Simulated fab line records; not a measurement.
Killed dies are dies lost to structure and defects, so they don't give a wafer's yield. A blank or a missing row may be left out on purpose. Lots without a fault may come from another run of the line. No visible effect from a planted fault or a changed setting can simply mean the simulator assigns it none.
Comparing a struck lot with a sound one    flow sky130    17 out of 708 route steps
Sound: these wafers, L758.3, L758.5, L758.6. Struck: wafers L763.2, L763.3, L763.5. At the end, the cause is stated.
Order at every step that has rows: each side's tool, ch and its chambers, its first start. Under that, the readings that differ: sound wafers    struck wafers    difference of the means    sigmas: that difference in standard deviations of wafers without a fault.
alike: readings whose means differ by less than 2 such deviations, and words and numbers that are the same on both sides. not compared: withheld readings, readings that some wafer has no value for, bounds like >300 that may hide the same value, and numbers for which the record gives no deviation and whose values overlap.
Wherever a step has rows on one side only, a row that says differs or no value, or a row with sigmas, the two part there. Numbers that don't overlap but have no deviation are shown without sigmas and don't part them. A reading missing from all wafers of one side parts the sides only when that side holds two or more wafers.

SKY_VT_ADJUST_HVTP_OVL_MEAS_08:
  sound on overlay-02 at day 8 15:26; struck on overlay-02 at day 10 02:11
  alike: VT_ADJUST_HVTP_OVL
then, 1 step without rows for these wafers: SKY_VT_ADJUST_HVTP_IMPLANT_09.
SKY_VT_ADJUST_HVTP_STRIP_10: strips in O2/N2.
  sound on plasmaAsher-01 ch 0,1, day 8 15:38; struck on plasmaAsher-01 ch 1, day 10 02:22
  alike: drypumpMotorCurrentA, oesProductAu, stripTimeToEndpointS
  not compared: rfHoursCounterH
SKY_VT_ADJUST_HVTP_TW_MEAS_11:
  sound on filmMetro-01 at day 8 15:44; struck on filmMetro-04 at day 10 02:28
reading            sound           struck          difference  sigmas
VT_ADJUST_HVTP_TW  1334 1345 1349  1379 1381 1374  +35         +2
then, 7 steps without rows for these wafers: SKY_VT_ADJUST_LVTN_DEHYDRATE_00 (time 60 s); SKY_VT_ADJUST_LVTN_HMDS_01 (prime time 60 s); SKY_VT_ADJUST_LVTN_COAT_02 (resist thk 3000 nm); SKY_VT_ADJUST_LVTN_SOFTBAKE_03; SKY_VT_ADJUST_LVTN_EXPOSE_04 (exposes mask NWM COMPLEMENT LESS NATIVE, target cd 840 nm); SKY_VT_ADJUST_LVTN_PEB_05; SKY_VT_ADJUST_LVTN_DEVELOP_06 (develop time 60 s).
SKY_VT_ADJUST_LVTN_OVL_MEAS_07:
  sound on overlay-02 at day 9 12:53; struck on overlay-02 at day 11 01:40
  alike: VT_ADJUST_LVTN_OVL
SKY_VT_ADJUST_LVTN_IMPLANT_08:
  sound on implanter-01 ch 0, day 9 12:58; struck on implanter-01 ch 0, day 11 01:43
reading           sound                             struck                        difference  sigmas
doseIonsCm2       1.5707e+12 1.5719e+12 1.5696e+12  9.952e+11 9.91e+11 9.924e+11  -5.779e+11  -99 or more
faradayCurrentUA  8.66 8.80 8.91                    5.63 5.72 5.49                -3.18       -17
  alike: endStationPressureTorr
SKY_VT_ADJUST_LVTN_STRIP_09: strips in O2/N2.
  sound on plasmaAsher-01 ch 0,1, day 9 13:06; struck on plasmaAsher-03 ch 0,1, day 11 01:50
  alike: drypumpMotorCurrentA, oesProductAu, stripTimeToEndpointS
  not compared: rfHoursCounterH
SKY_VT_ADJUST_LVTN_TW_MEAS_10:
  sound on filmMetro-03 at day 9 13:11; struck on filmMetro-02 at day 11 01:57
reading            sound              struck             difference  sigmas
VT_ADJUST_LVTN_TW  242.5 244.3 243.0  209.4 209.3 209.4  -33.9       -15
then, 1 step without rows for these wafers: SKY_VT_ADJUST_LVTN_DEHYDRATE_11 (time 60 s).
-- record jumps: 39 days separate the struck wafers' starts on either side; left off in module VT_ADJUST_LVTN, taken up again in module PAD_OPEN, whose first shown step is the route's number 708 --
SKY_PAD_OPEN_PROBE_99:
  sound on prober-02 at day 48 17:51; struck on prober-01 at day 49 16:26
reading                                   sound                 struck                difference  sigmas
model.etest.nfet_01v8_lvt.vtSatV (V)      0.5516 0.5473 0.5331  0.5013 0.5028 0.5038  -0.0414     
model.etest.nfet_01v8_lvt.vtV (V)         0.622 0.6239 0.6213   0.5866 0.5861 0.5848  -0.0366     
model.etest.nfet_01v8_swapped.vtSatV (V)  0.6629 0.669 0.658    0.623 0.6249 0.6243   -0.039      
model.etest.nfet_01v8.vtSatV (V)          0.6593 0.6613 0.6549  0.6235 0.6226 0.6269  -0.0342     
model.etest.nfet_01v8_turned.vtSatV (V)   0.6602 0.6656 0.6542  0.6223 0.6232 0.6257  -0.0363     
model.etest.nfet_01v8_lvt.vtLongV (V)     0.449 0.4538 0.4563   0.4185 0.4182 0.4133  -0.0364     
model.etest.nfet_01v8_lvt.bodyRiseV (V)   0.1477 0.1473 0.1483  0.1324 0.1317 0.1325  -0.0156     
model.etest.nfet_01v8.bodyRiseV (V)       0.1794 0.1837 0.1839  0.1712 0.1695 0.1669  -0.0131     
  alike: killed_at_M0_to_M3, killed_at_M4_up, killedAtContacts, killedAtFrontEnd, killedAtOther, killedDies, killedOpen, killedShort

== WHERE THEY PART ==
At SKY_VT_ADJUST_HVTP_TW_MEAS_11 first; at SKY_VT_ADJUST_LVTN_TW_MEAS_10 last (within this record only). Later steps at which nothing parts them and some readings are alike: SKY_PAD_OPEN_PROBE_99.

WHY: whatever the simulator had introduced
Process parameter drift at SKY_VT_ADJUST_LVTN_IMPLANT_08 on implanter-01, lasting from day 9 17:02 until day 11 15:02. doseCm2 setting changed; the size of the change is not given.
